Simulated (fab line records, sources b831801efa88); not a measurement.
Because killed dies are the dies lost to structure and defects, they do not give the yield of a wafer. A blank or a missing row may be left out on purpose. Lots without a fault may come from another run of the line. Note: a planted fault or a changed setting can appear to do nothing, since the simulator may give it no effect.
Chamber matching :: flow gf180mcu :: 4 sister chambers for GF_V2_CMP_04 on cmp-01
The step polishes SiO2. 4 wafers are shown with their chamber, then 7 later ones without.

WAFERS PAIRED WITH THEIR CHAMBERS
wafer: L197.6
chamber: 3
motorCurrentA (A): 10.5

wafer: L198.4
chamber: 2
motorCurrentA (A): 12.8

wafer: L199.1
chamber: 1
motorCurrentA (A): 12.6

wafer: L199.2
chamber: 0
motorCurrentA (A): 10.3

WAFERS WHOSE CHAMBER IS MISSING
wafer: L199.6
motorCurrentA (A): 12.4

wafer: L200.2
motorCurrentA (A): 10.4

wafer: L200.5
motorCurrentA (A): 10.3

wafer: L200.6
motorCurrentA (A): 10.2

wafer: L205.1
motorCurrentA (A): 12.4

wafer: L205.4
motorCurrentA (A): 12.7

wafer: L205.6
motorCurrentA (A): 12.8

WHICH CHAMBER EACH WENT THROUGH
wafer: L199.6
from the rows above: can't be placed: 1 or 2
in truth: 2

wafer: L200.2
from the rows above: can't be placed: 0 or 3
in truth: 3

wafer: L200.5
from the rows above: can't be placed: 0 or 3
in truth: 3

wafer: L200.6
from the rows above: can't be placed: 0 or 3
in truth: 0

wafer: L205.1
from the rows above: can't be placed: 1 or 2
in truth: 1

wafer: L205.4
from the rows above: can't be placed: 1 or 2
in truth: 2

wafer: L205.6
from the rows above: can't be placed: 2 or 1
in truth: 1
0 of 7 placed correctly. From these rows, 7 cannot be placed; in 7 the true chamber is one of the candidates. Number placed wrongly: 0.
How it was worked out, from the rows above alone: a wafer's distance from a chamber is the root of the sum, over the readings, of the square of ((its reading less the chamber's mean) divided by the reading's scatter). If the next closest chamber is less than 2 further off than the closest, the wafer can't be placed; otherwise it belongs to the closest. The mean given for a chamber averages the wafers shown for that chamber. The scatter: root of mean squared gap, hidden wafer to nearest shown wafer, with one shown wafer a chamber.
